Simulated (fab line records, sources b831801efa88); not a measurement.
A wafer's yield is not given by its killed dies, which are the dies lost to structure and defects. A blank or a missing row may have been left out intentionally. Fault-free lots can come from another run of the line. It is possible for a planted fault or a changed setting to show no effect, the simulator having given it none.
fab line records ; flow gf180mcu ; part 1 of 2: steps 1 to 30 of 42
[record] lots = 5; wafers = 15; lastDay = 34
route steps=602 shown HV_LDD@219 NSD@235 PSD@248
lots untouched by any fault: they come from a run of this same line in which no faults occurred
startH: hours from the record's opening day to when the first of the lot's shown wafers began ; waitH: hours since the lot's step before ; " same as the row above ; L1.1+2: several wafers, shown together as one row ; - no value, or no start given ; * or withheld: withheld ; < > ~ a bound
route shown NAME@n: names a module that has steps shown in the file, with the first one's number in the route ; usual: mean/standard deviation taken from wafers without a fault ; same: alike in all rows ; chamber/n: place in a boat ; sites: each site's reading ; _std_site: their standard deviation ; _edge_site: inner sites' mean taken away from outer sites' mean ; radiusMm: how far each site lies from the wafer's centre ; mask NAME#n: copy n ; behind: the most recent tool/chamber to have shaped the wafer ; hold: why the lot was held/for how many hours/how that ended ; device: transistor that didn't switch, given as n, p or np ; end of line: the same wafers' tests at the end of the route ; a step without rows: its recipe alone ; killed: dies that structure and defects cost at the first sort, which is not the same as the wafer's yield ; map: a wafer's dies, x killed, . not, _ none there
set.NAME: the setting the step ran with; set.NAME@STEP: the setting that earlier step ran with ; model.NAME: the simulator's own value behind a step, which no gauge read
a table for each step, a row for each wafer; lots at some steps of the route
services: the hour from which a tool's chamber was out of use, counted from the record's first day as startH (under 0 if before that day), plus the number of hours and why
[[steps]]
[step GF_HV_LDD_EXPOSE_43]
[recipe] maskId = Pplus_HV_AREA; targetCdNm = 400; na = 0.6; sourceShape = conventional; sigmaOuter = 0.6; doseMj = 140
lot.wafer;tool;chamber;startH;waitH;mask
L076.1+2+3;ilineStepper-01;0;-;-;Pplus_HV_AREA#0
L078.1+2+4;ilineStepper-01;0;-;-;Pplus_HV_AREA#0
L079.2+5+6;ilineStepper-01;0;-;-;Pplus_HV_AREA#0
L083.1+5+6;ilineStepper-02;0;-;-;Pplus_HV_AREA#0
L097.1+2+6;ilineStepper-01;0;-;-;Pplus_HV_AREA#0
[step GF_HV_LDD_PEB_44]
[recipe] tempC = withheld; timeS = *; resist = NOVOLAK
lot.wafer;tool;chamber;startH;waitH
L076.1+2+3;lithoTrack-01;0;-;-
L078.1+2+4;lithoTrack-04;0;-;-
L079.2+5+6;lithoTrack-01;0;-;-
L083.1+5+6;lithoTrack-04;0;-;-
L097.1+2+6;lithoTrack-02;0;-;-
[step GF_HV_LDD_DEVELOP_45]
[recipe] developTimeS = 60; devTempC = 23
lot.wafer;tool;chamber;startH;waitH
L076.1+2+3;lithoTrack-01;0;293.38;0.1
L078.1+2+4;lithoTrack-04;0;308.31;0.1
L079.2+5+6;lithoTrack-01;0;310.35;0.1
L083.1+5+6;lithoTrack-04;0;343.96;0.1
L097.1+2+6;lithoTrack-02;0;456.93;0.1
[step GF_HV_LDD_CD_MEAS_46]
[recipe] targetCdNm = 400
[usual] cdNm = 399.6/2.2
lot.wafer;tool;chamber;startH;waitH;cdNm
L076.1;cdSem-01;-;293.53;0.1;397.9
L076.2;cdSem-01;-;293.53;0.1;399.1
L076.3;cdSem-01;-;293.53;0.1;398.9
L078.1;cdSem-02;-;308.46;0.1;396.6
L078.2;cdSem-02;-;308.46;0.1;396.4
L078.4;cdSem-02;-;308.46;0.1;398.0
L079.2;cdSem-02;-;310.53;0.2;399.3
L079.5;cdSem-02;-;310.53;0.2;401.1
L079.6;cdSem-02;-;310.53;0.2;401.8
L083.1;cdSem-02;-;344.11;0.1;400.5
L083.5;cdSem-02;-;344.11;0.1;399.1
L083.6;cdSem-02;-;344.11;0.1;400.0
L097.1;cdSem-01;-;457.08;0.1;399.6
L097.2;cdSem-01;-;457.08;0.1;398.7
L097.6;cdSem-01;-;457.08;0.1;402.5
[step GF_HV_LDD_OVL_MEAS_47]
[usual] HV_LDD_03_OVL = -0.9/1.5
lot.wafer;tool;chamber;startH;waitH;HV_LDD_03_OVL[nm]
L076.1;overlay-01;-;293.65;0.1;0.9
L076.2;overlay-01;-;293.65;0.1;-1.0
L076.3;overlay-01;-;293.65;0.1;-1.8
L078.1;overlay-02;-;308.58;0.1;-1.1
L078.2;overlay-02;-;308.58;0.1;-2.9
L078.4;overlay-02;-;308.58;0.1;-2.3
L079.2;overlay-02;-;310.64;0.1;0.5
L079.5;overlay-02;-;310.64;0.1;-0.9
L079.6;overlay-02;-;310.64;0.1;-1.5
L083.1;overlay-01;-;344.23;0.1;-0.3
L083.5;overlay-01;-;344.23;0.1;-0.4
L083.6;overlay-01;-;344.23;0.1;-0.4
L097.1;overlay-01;-;457.20;0.1;-0.1
L097.2;overlay-01;-;457.20;0.1;0.3
L097.6;overlay-01;-;457.20;0.1;-0.3
[step GF_HV_LDD_IMPLANT_48]
[recipe] species = B; energyKev = 25; doseCm2 = 3e+13; tiltDeg = 7
[usual] tiltDeg = 6.997/0.021
lot.wafer;tool;chamber;startH;waitH;tiltDeg
L076.1;implanter-02;0;293.69;0.0;6.988
L076.2;implanter-02;0;293.69;0.0;7.011
L076.3;implanter-02;0;293.69;0.0;7.001
L078.1;implanter-03;0;308.62;0.0;7.004
L078.2;implanter-03;0;308.62;0.0;7.014
L078.4;implanter-03;0;308.62;0.0;6.982
L079.2;implanter-01;0;310.70;0.0;7.030
L079.5;implanter-01;0;310.70;0.0;6.981
L079.6;implanter-01;0;310.70;0.0;6.998
L083.1;implanter-02;0;344.27;0.0;7.021
L083.5;implanter-02;0;344.27;0.0;6.986
L083.6;implanter-02;0;344.27;0.0;6.962
L097.1;implanter-01;0;457.24;0.0;6.971
L097.2;implanter-01;0;457.24;0.0;6.990
L097.6;implanter-01;0;457.24;0.0;6.972
[step GF_HV_LDD_STRIP_49]
[recipe] chemistry = O2/N2; powerW = 1400; pressureMtorr = 1500; platenTempC = 250; o2FlowSccm = 3000; n2FlowSccm = 300; overashFraction = 0.5
[usual] drypumpMotorCurrentA = 5.8/0.38; heaterPowerW = 341/38; oesProductAu = 0.716/0.0043; stripTimeToEndpointS = 12.632/0.03
lot.wafer;tool;chamber;startH;waitH;drypumpMotorCurrentA;heaterPowerW;oesProductAu;rfHoursCounterH;stripTimeToEndpointS
L076.1;plasmaAsher-03;0;293.84;0.1;5.6;351;0.708;67;12.667
L076.2;plasmaAsher-03;1;293.84;0.1;5.5;410;0.710;67;12.666
L076.3;plasmaAsher-03;0;293.84;0.1;5.6;348;0.710;-;12.682
L078.1;plasmaAsher-02;0;308.77;0.1;6.0;348;0.708;53;12.655
L078.2;plasmaAsher-02;1;308.77;0.1;5.2;367;0.716;53;12.695
L078.4;plasmaAsher-02;0;308.77;0.1;6.0;361;0.717;-;12.660
L079.2;plasmaAsher-03;1;310.82;0.1;5.5;411;0.709;69;12.686
L079.5;plasmaAsher-03;0;310.82;0.1;5.6;354;0.717;-;12.649
L079.6;plasmaAsher-03;1;310.82;0.1;5.5;416;0.718;-;12.601
L083.1;plasmaAsher-03;1;344.42;0.1;5.5;415;0.725;72;12.604
L083.5;plasmaAsher-03;1;344.42;0.1;5.5;401;0.723;-;12.599
L083.6;plasmaAsher-03;0;344.42;0.1;5.7;345;0.719;-;12.597
L097.1;plasmaAsher-03;1;457.39;0.1;5.5;384;0.719;3;12.605
L097.2;plasmaAsher-03;0;457.39;0.1;5.6;339;0.710;3;12.623
L097.6;plasmaAsher-03;1;457.39;0.1;5.5;380;0.715;-;12.587
[step GF_HV_LDD_TW_MEAS_50]
[usual] HV_LDD_4_TW = 565/3.8
lot.wafer;tool;chamber;startH;waitH;HV_LDD_4_TW
L076.1;filmMetro-04;-;293.94;0.1;561
L076.2;filmMetro-04;-;293.94;0.1;568
L076.3;filmMetro-04;-;293.94;0.1;564
L078.1;filmMetro-03;-;308.87;0.1;563
L078.2;filmMetro-03;-;308.87;0.1;562
L078.4;filmMetro-03;-;308.87;0.1;563
L079.2;filmMetro-03;-;310.93;0.1;563
L079.5;filmMetro-03;-;310.93;0.1;564
L079.6;filmMetro-03;-;310.93;0.1;565
L083.1;filmMetro-03;-;344.52;0.1;564
L083.5;filmMetro-03;-;344.52;0.1;562
L083.6;filmMetro-03;-;344.52;0.1;565
L097.1;filmMetro-04;-;457.49;0.1;568
L097.2;filmMetro-04;-;457.49;0.1;569
L097.6;filmMetro-04;-;457.49;0.1;566
[step GF_HV_LDD_CLEAN_51]
[recipe] chemistry = SC1/SC2; mix = 1:4:20; tempC = 70; timeS = 150; dry = n2Spin
lot.wafer;tool;chamber;startH;waitH
L076.1+2+3;wetBench-04;0;294.00;0.1
L078.1+2+4;wetBench-04;2;308.93;0.1
L079.2+5+6;wetBench-02;2;310.98;0.0
L083.1+5+6;wetBench-01;0;344.58;0.1
L097.1+2+6;wetBench-02;1;457.55;0.1
[step GF_HV_LDD_RTA_52]
[recipe] tempC = 1000; timeS = 10; ambient = N2
[usual] lampPowerPct = 31.1/2.3; wafer_temp_C_max = 1005.0/1
lot.wafer;tool;chamber;startH;waitH;lampPowerPct;wafer_temp_C_max
L076.1;rtpAnneal-01;0;294.05;0.0;28.6;1005.8
L076.2;rtpAnneal-01;0;294.05;0.0;28.6;1005.3
L076.3;rtpAnneal-01;0;294.05;0.0;28.6;1005.3
L078.1;rtpAnneal-02;0;308.98;0.0;33.2;1003.7
L078.2;rtpAnneal-02;0;308.98;0.0;33.2;1004.7
L078.4;rtpAnneal-02;0;308.98;0.0;33.2;1004.9
L079.2;rtpAnneal-01;0;311.05;0.0;28.6;1005.1
L079.5;rtpAnneal-01;0;311.05;0.0;28.7;1006.0
L079.6;rtpAnneal-01;0;311.05;0.0;28.7;1005.5
L083.1;rtpAnneal-02;0;344.63;0.0;33.2;1005.1
L083.5;rtpAnneal-02;0;344.63;0.0;33.2;1006.3
L083.6;rtpAnneal-02;0;344.63;0.0;33.2;1003.5
L097.1;rtpAnneal-02;0;457.60;0.0;33.2;1003.1
L097.2;rtpAnneal-02;0;457.60;0.0;33.2;1005.5
L097.6;rtpAnneal-02;0;457.60;0.0;33.1;1005.3
[step GF_HV_LDD_RS_MEAS_53]
[recipe] thkMeasGauge = four-point-probe
[usual] HV_LDD_RS = 418.6/0.86
lot.wafer;tool;chamber;startH;waitH;HV_LDD_RS[ohm/sq]
L076.1;filmMetro-03;-;294.11;0.1;419.5
L076.2;filmMetro-03;-;294.11;0.1;419.1
L076.3;filmMetro-03;-;294.11;0.1;420.1
L078.1;filmMetro-03;-;309.04;0.1;419.3
L078.2;filmMetro-03;-;309.04;0.1;418.2
L078.4;filmMetro-03;-;309.04;0.1;419.2
L079.2;filmMetro-04;-;311.12;0.1;417.2
L079.5;filmMetro-04;-;311.12;0.1;418.5
L079.6;filmMetro-04;-;311.12;0.1;418.6
L083.1;filmMetro-02;-;344.69;0.1;418.9
L083.5;filmMetro-02;-;344.69;0.1;417.6
L083.6;filmMetro-02;-;344.69;0.1;417.9
L097.1;filmMetro-03;-;457.67;0.1;419.1
L097.2;filmMetro-03;-;457.67;0.1;419.6
L097.6;filmMetro-03;-;457.67;0.1;419.2
[step GF_HV_LDD_CVD_54]
[recipe] material = SiO2; targetThkNm = 10; precursor = TEOS; tempC = 680; timeS = 75; pressureMtorr = 400
[usual] spikeTcBottomC = 701.2/1.5
lot.wafer;tool;chamber;startH;waitH;spikeTcBottomC
L076.1;lpcvd-02;0;294.23;0.1;701.4
L076.2;lpcvd-02;0;294.23;0.1;701.0
L076.3;lpcvd-02;0;294.23;0.1;700.0
L078.1;lpcvd-02;1;309.16;0.1;699.8
L078.2;lpcvd-02;1;309.16;0.1;699.8
L078.4;lpcvd-02;1;309.16;0.1;701.5
L079.2;lpcvd-02;1;311.22;0.1;700.2
L079.5;lpcvd-02;1;311.22;0.1;699.8
L079.6;lpcvd-02;1;311.22;0.1;700.9
L083.1;lpcvd-02;0;344.81;0.1;699.2
L083.5;lpcvd-02;0;344.81;0.1;700.4
L083.6;lpcvd-02;0;344.81;0.1;702.2
L097.1;lpcvd-01;1;457.79;0.1;701.7
L097.2;lpcvd-01;1;457.79;0.1;703.2
L097.6;lpcvd-01;1;457.79;0.1;703.8
[step GF_HV_LDD_THK_MEAS_55]
[recipe] reads = SiO2_of_HV_LDD_CVD_54
[usual] HV_LDD_CVD_54_THK = 10.06/0.12
lot.wafer;tool;chamber;startH;waitH;HV_LDD_CVD_54_THK[nm]
L076.1;filmMetro-04;-;295.76;0.0;9.89
L076.2;filmMetro-04;-;295.76;0.0;9.90
L076.3;filmMetro-04;-;295.76;0.0;9.95
L078.1;filmMetro-04;-;310.18;0.0;9.85
L078.2;filmMetro-04;-;310.18;0.0;9.97
L078.4;filmMetro-04;-;310.18;0.0;10.00
L079.2;filmMetro-04;-;312.25;0.0;9.99
L079.5;filmMetro-04;-;312.25;0.0;10.09
L079.6;filmMetro-04;-;312.25;0.0;10.06
L083.1;filmMetro-02;-;345.83;0.0;10.33
L083.5;filmMetro-02;-;345.83;0.0;10.17
L083.6;filmMetro-02;-;345.83;0.0;10.03
L097.1;filmMetro-02;-;458.81;0.0;10.24
L097.2;filmMetro-02;-;458.81;0.0;10.29
L097.6;filmMetro-02;-;458.81;0.0;10.19
[step GF_HV_LDD_CVD_56]
[recipe] material = Si3N4; precursor = DCS/NH3; targetThkNm = 90; tempC = 770; timeS = 1543; pressureMtorr = 250
[usual] spikeTcBottomC = 790.5/1.4
lot.wafer;tool;chamber;startH;waitH;spikeTcBottomC
L076.1;lpcvd-01;1;295.82;0.1;792.4
L076.2;lpcvd-01;1;295.82;0.1;790.5
L076.3;lpcvd-01;1;295.82;0.1;793.6
L078.1;lpcvd-01;1;310.24;0.1;792.4
L078.2;lpcvd-01;1;310.24;0.1;792.4
L078.4;lpcvd-01;1;310.24;0.1;792.6
L079.2;lpcvd-02;1;312.30;0.0;790.6
L079.5;lpcvd-02;1;312.30;0.0;788.2
L079.6;lpcvd-02;1;312.30;0.0;791.6
L083.1;lpcvd-01;1;345.89;0.1;791.9
L083.5;lpcvd-01;1;345.89;0.1;791.8
L083.6;lpcvd-01;1;345.89;0.1;793.0
L097.1;lpcvd-01;1;458.87;0.1;790.9
L097.2;lpcvd-01;1;458.87;0.1;791.0
L097.6;lpcvd-01;1;458.87;0.1;792.4
[step GF_HV_LDD_THK_MEAS_57]
[recipe] reads = Si3N4_of_HV_LDD_CVD_56
[usual] HV_LDD_CVD_56_THK = 90.2/0.85
lot.wafer;tool;chamber;startH;waitH;HV_LDD_CVD_56_THK[nm]
L076.1;filmMetro-02;-;297.25;0.0;88.7
L076.2;filmMetro-02;-;297.25;0.0;88.6
L076.3;filmMetro-02;-;297.25;0.0;88.7
L078.1;filmMetro-04;-;311.67;0.0;90.5
L078.2;filmMetro-04;-;311.67;0.0;90.0
L078.4;filmMetro-04;-;311.67;0.0;89.8
L079.2;filmMetro-03;-;313.74;0.0;89.7
L079.5;filmMetro-03;-;313.74;0.0;89.9
L079.6;filmMetro-03;-;313.74;0.0;90.5
L083.1;filmMetro-02;-;347.32;0.0;90.1
L083.5;filmMetro-02;-;347.32;0.0;90.2
L083.6;filmMetro-02;-;347.32;0.0;90.6
L097.1;filmMetro-03;-;460.30;0.0;91.1
L097.2;filmMetro-03;-;460.30;0.0;91.4
L097.6;filmMetro-03;-;460.30;0.0;91.3
[step GF_HV_LDD_ETCHBACK_58]
[recipe] chemistry = CH3F/O2; target = Si3N4; stopOn = SiO2; sourceW = 400; biasW = 80; pressureMtorr = 25; ch3fFlowSccm = 40; O2_flow_sccm = 30; timeS = 100; targetDepthA = 900
[usual] drypumpMotorCurrentA = 5.68/0.29; oesProductAu = 0.843/0.0062; throttleValvePct = 10.562/0.0097
lot.wafer;tool;chamber;startH;waitH;drypumpMotorCurrentA;oesProductAu;rfHoursCounterH;throttleValvePct
L076.1;rieDiel-01;3;297.31;0.1;5.73;0.834;3;10.563
L076.2;rieDiel-01;2;297.31;0.1;6.05;0.845;13;10.571
L076.3;rieDiel-01;0;297.31;0.1;5.74;0.831;4;10.557
L078.1;rieDiel-03;3;311.73;0.1;5.77;0.838;49;10.562
L078.2;rieDiel-03;1;311.73;0.1;5.95;0.852;6;10.588
L078.4;rieDiel-03;0;311.73;0.1;5.76;0.844;68;10.561
L079.2;rieDiel-04;1;313.79;0.0;5.02;0.843;86;10.558
L079.5;rieDiel-04;1;313.79;0.0;5.03;0.848;-;10.572
L079.6;rieDiel-04;0;313.79;0.0;5.67;0.845;-;10.572
L083.1;rieDiel-01;3;347.38;0.1;5.71;0.847;5;10.573
L083.5;rieDiel-01;0;347.38;0.1;5.76;0.844;-;10.568
L083.6;rieDiel-01;3;347.38;0.1;5.71;0.850;-;10.554
L097.1;rieDiel-03;2;460.36;0.1;5.24;0.846;15;10.563
L097.2;rieDiel-03;0;460.36;0.1;5.76;0.850;72;10.554
L097.6;rieDiel-03;0;460.36;0.1;5.76;0.845;-;10.568
[step GF_NSD_DEHYDRATE_00]
[recipe] tempC = 200; timeS = 60
lot.wafer;tool;chamber;startH;waitH
L076.1+2+3;lithoTrack-04;0;306.96;9.6
L078.1+2+4;lithoTrack-02;0;321.54;9.8
L079.2+5+6;lithoTrack-03;0;323.62;9.8
L083.1+5+6;lithoTrack-02;0;357.33;9.9
L097.1+2+6;lithoTrack-04;0;472.01;11.6
[step GF_NSD_HMDS_01]
[recipe] primeTimeS = 60; primeTempC = 120
[usual] primeTempC = 119.98/0.13
lot.wafer;tool;chamber;startH;waitH;primeTempC
L076.1;lithoTrack-04;0;307.11;0.1;119.98
L076.2;lithoTrack-04;0;307.11;0.1;120.12
L076.3;lithoTrack-04;0;307.11;0.1;120.12
L078.1;lithoTrack-02;0;321.69;0.1;120.00
L078.2;lithoTrack-02;0;321.69;0.1;119.84
L078.4;lithoTrack-02;0;321.69;0.1;119.96
L079.2;lithoTrack-03;0;323.77;0.1;119.95
L079.5;lithoTrack-03;0;323.77;0.1;119.86
L079.6;lithoTrack-03;0;323.77;0.1;119.78
L083.1;lithoTrack-02;0;357.48;0.1;119.97
L083.5;lithoTrack-02;0;357.48;0.1;119.98
L083.6;lithoTrack-02;0;357.48;0.1;119.98
L097.1;lithoTrack-04;0;472.16;0.1;120.05
L097.2;lithoTrack-04;0;472.16;0.1;120.09
L097.6;lithoTrack-04;0;472.16;0.1;120.06
[step GF_NSD_COAT_02]
[recipe] resist = NOVOLAK; spinRpm = 3000; resistThkNm = 1000
lot.wafer;tool;chamber;startH;waitH
L076.1+2+3;lithoTrack-04;0;307.26;0.1
L078.1+2+4;lithoTrack-02;0;321.84;0.1
L079.2+5+6;lithoTrack-03;0;323.92;0.1
L083.1+5+6;lithoTrack-02;0;357.63;0.1
L097.1+2+6;lithoTrack-04;0;472.31;0.1
[step GF_NSD_SOFTBAKE_03]
[recipe] tempC = 90; timeS = 60; resist = NOVOLAK
lot.wafer;tool;chamber;startH;waitH
L076.1+2+3;lithoTrack-04;0;307.41;0.1
L078.1+2+4;lithoTrack-02;0;321.99;0.1
L079.2+5+6;lithoTrack-03;0;324.07;0.1
L083.1+5+6;lithoTrack-02;0;357.78;0.1
L097.1+2+6;lithoTrack-04;0;472.46;0.1
[step GF_NSD_EXPOSE_04]
[recipe] maskId = Nplus; targetCdNm = 400; na = 0.6; sourceShape = conventional; sigmaOuter = 0.6; doseMj = 140
lot.wafer;tool;chamber;startH;waitH;mask
L076.1+2+3;ilineStepper-01;0;-;-;Nplus#0
L078.1+2+4;ilineStepper-02;0;-;-;Nplus#0
L079.2+5+6;ilineStepper-01;0;-;-;Nplus#0
L083.1+5+6;ilineStepper-02;0;-;-;Nplus#0
L097.1+2+6;ilineStepper-02;0;-;-;Nplus#0
[step GF_NSD_PEB_05]
[recipe] tempC = withheld; timeS = *; resist = NOVOLAK
lot.wafer;tool;chamber;startH;waitH
L076.1+2+3;lithoTrack-03;0;-;-
L078.1+2+4;lithoTrack-02;0;-;-
L079.2+5+6;lithoTrack-02;0;-;-
L083.1+5+6;lithoTrack-02;0;-;-
L097.1+2+6;lithoTrack-04;0;-;-
[step GF_NSD_DEVELOP_06]
[recipe] developTimeS = 60; devTempC = 23
lot.wafer;tool;chamber;startH;waitH
L076.1+2+3;lithoTrack-03;0;317.49;0.1
L078.1+2+4;lithoTrack-02;0;332.33;0.1
L079.2+5+6;lithoTrack-02;0;334.91;0.1
L083.1+5+6;lithoTrack-02;0;368.78;0.1
L097.1+2+6;lithoTrack-04;0;484.26;0.1
[step GF_NSD_CD_MEAS_07]
[recipe] targetCdNm = 400
[usual] cdNm = 399.5/2
lot.wafer;tool;chamber;startH;waitH;cdNm
L076.1;cdSem-02;-;317.64;0.1;400.0
L076.2;cdSem-02;-;317.64;0.1;397.4
L076.3;cdSem-02;-;317.64;0.1;399.4
L078.1;cdSem-02;-;332.48;0.1;401.5
L078.2;cdSem-02;-;332.48;0.1;401.5
L078.4;cdSem-02;-;332.48;0.1;398.1
L079.2;cdSem-01;-;335.05;0.1;399.1
L079.5;cdSem-01;-;335.05;0.1;398.8
L079.6;cdSem-01;-;335.05;0.1;397.1
L083.1;cdSem-01;-;368.93;0.1;398.1
L083.5;cdSem-01;-;368.93;0.1;397.5
L083.6;cdSem-01;-;368.93;0.1;398.4
L097.1;cdSem-01;-;484.41;0.1;399.8
L097.2;cdSem-01;-;484.41;0.1;398.0
L097.6;cdSem-01;-;484.41;0.1;400.1
[step GF_NSD_OVL_MEAS_08]
[usual] NSD_OVL = -0.2/1.7
lot.wafer;tool;chamber;startH;waitH;NSD_OVL[nm]
L076.1;overlay-02;-;317.76;0.1;1.9
L076.2;overlay-02;-;317.76;0.1;1.3
L076.3;overlay-02;-;317.76;0.1;1.2
L078.1;overlay-01;-;332.60;0.1;1.9
L078.2;overlay-01;-;332.60;0.1;1.6
L078.4;overlay-01;-;332.60;0.1;1.2
L079.2;overlay-01;-;335.16;0.1;-1.6
L079.5;overlay-01;-;335.16;0.1;-3.6
L079.6;overlay-01;-;335.16;0.1;-2.3
L083.1;overlay-01;-;369.05;0.1;1.5
L083.5;overlay-01;-;369.05;0.1;2.4
L083.6;overlay-01;-;369.05;0.1;2.4
L097.1;overlay-02;-;484.53;0.1;0.6
L097.2;overlay-02;-;484.53;0.1;-0.2
L097.6;overlay-02;-;484.53;0.1;-1.2
[step GF_NSD_IMPLANT_09]
[recipe] species = As; energyKev = 60; doseCm2 = 4e+15; tiltDeg = 7
[usual] tiltDeg = 7.000/0.021
lot.wafer;tool;chamber;startH;waitH;tiltDeg
L076.1;implanter-01;0;317.80;0.0;6.975
L076.2;implanter-01;0;317.80;0.0;7.041
L076.3;implanter-01;0;317.80;0.0;6.996
L078.1;implanter-04;0;332.64;0.0;6.984
L078.2;implanter-04;0;332.64;0.0;7.015
L078.4;implanter-04;0;332.64;0.0;6.998
L079.2;implanter-04;0;335.22;0.0;6.995
L079.5;implanter-04;0;335.22;0.0;7.022
L079.6;implanter-04;0;335.22;0.0;6.995
L083.1;implanter-03;0;369.09;0.0;7.026
L083.5;implanter-03;0;369.09;0.0;6.994
L083.6;implanter-03;0;369.09;0.0;7.020
L097.1;implanter-01;0;484.56;0.0;6.992
L097.2;implanter-01;0;484.56;0.0;7.013
L097.6;implanter-01;0;484.56;0.0;7.005
[step GF_NSD_IMPLANT_10]
[recipe] species = P; energyKev = 40; doseCm2 = 5e+14; tiltDeg = 7
[usual] tiltDeg = 6.999/0.022
lot.wafer;tool;chamber;startH;waitH;tiltDeg
L076.1;implanter-01;0;317.95;0.1;7.001
L076.2;implanter-01;0;317.95;0.1;7.022
L076.3;implanter-01;0;317.95;0.1;7.032
L078.1;implanter-04;0;332.79;0.1;7.008
L078.2;implanter-04;0;332.79;0.1;7.000
L078.4;implanter-04;0;332.79;0.1;7.009
L079.2;implanter-04;0;335.37;0.1;6.994
L079.5;implanter-04;0;335.37;0.1;7.012
L079.6;implanter-04;0;335.37;0.1;7.011
L083.1;implanter-03;0;369.24;0.1;7.035
L083.5;implanter-03;0;369.24;0.1;7.007
L083.6;implanter-03;0;369.24;0.1;7.017
L097.1;implanter-01;0;484.71;0.1;7.008
L097.2;implanter-01;0;484.71;0.1;6.999
L097.6;implanter-01;0;484.71;0.1;6.981
[step GF_NSD_STRIP_11]
[recipe] chemistry = O2/N2; powerW = 1400; pressureMtorr = 1500; platenTempC = 250; o2FlowSccm = 3000; n2FlowSccm = 300; overashFraction = 0.5
[usual] drypumpMotorCurrentA = 5.58/0.26; heaterPowerW = 354/35; oesProductAu = 0.486/0.0044; stripTimeToEndpointS = 22.96/0.035
lot.wafer;tool;chamber;startH;waitH;drypumpMotorCurrentA;heaterPowerW;oesProductAu;rfHoursCounterH;stripTimeToEndpointS
L076.1;plasmaAsher-03;1;318.10;0.1;5.50;415;0.485;70;23.00
L076.2;plasmaAsher-03;0;318.10;0.1;5.60;347;0.482;70;22.94
L076.3;plasmaAsher-03;1;318.10;0.1;5.47;398;0.483;-;23.00
L078.1;plasmaAsher-02;1;332.94;0.1;5.19;355;0.487;56;23.00
L078.2;plasmaAsher-02;0;332.94;0.1;5.98;365;0.495;56;22.98
L078.4;plasmaAsher-02;0;332.94;0.1;5.97;361;0.488;-;22.99
L079.2;plasmaAsher-03;0;335.49;0.1;5.65;349;0.483;72;22.96
L079.5;plasmaAsher-03;0;335.49;0.1;5.64;342;0.479;-;22.98
L079.6;plasmaAsher-03;1;335.49;0.1;5.46;413;0.486;-;23.02
L083.1;plasmaAsher-04;0;369.39;0.1;5.86;320;0.482;25;23.01
L083.5;plasmaAsher-04;0;369.39;0.1;5.86;319;0.488;-;23.02
L083.6;plasmaAsher-04;1;369.39;0.1;5.39;262;0.485;-;22.98
L097.1;plasmaAsher-02;0;484.86;0.1;5.96;360;0.491;73;22.97
L097.2;plasmaAsher-02;1;484.86;0.1;5.22;361;0.488;73;22.95
L097.6;plasmaAsher-02;0;484.86;0.1;5.97;360;0.482;-;22.95
[step GF_NSD_TW_MEAS_12]
[usual] NSD_TW = 4241/41
lot.wafer;tool;chamber;startH;waitH;NSD_TW
L076.1;filmMetro-01;-;318.20;0.1;4249
L076.2;filmMetro-01;-;318.20;0.1;4225
L076.3;filmMetro-01;-;318.20;0.1;4226
L078.1;filmMetro-02;-;333.04;0.1;4242
L078.2;filmMetro-02;-;333.04;0.1;4252
L078.4;filmMetro-02;-;333.04;0.1;4254
L079.2;filmMetro-03;-;335.60;0.1;4191
L079.5;filmMetro-03;-;335.60;0.1;4221
L079.6;filmMetro-03;-;335.60;0.1;4183
L083.1;filmMetro-03;-;369.49;0.1;4171
L083.5;filmMetro-03;-;369.49;0.1;4162
L083.6;filmMetro-03;-;369.49;0.1;4186
L097.1;filmMetro-01;-;484.96;0.1;4276
L097.2;filmMetro-01;-;484.96;0.1;4268
L097.6;filmMetro-01;-;484.96;0.1;4264
[step GF_PSD_DEHYDRATE_00]
[recipe] tempC = 200; timeS = 60
lot.wafer;tool;chamber;startH;waitH
L076.1+2+3;lithoTrack-01;0;327.88;9.7
L078.1+2+4;lithoTrack-01;0;342.83;9.8
L079.2+5+6;lithoTrack-01;0;345.65;10.0
L083.1+5+6;lithoTrack-02;0;379.18;9.7
L097.1+2+6;lithoTrack-02;0;496.03;11.1
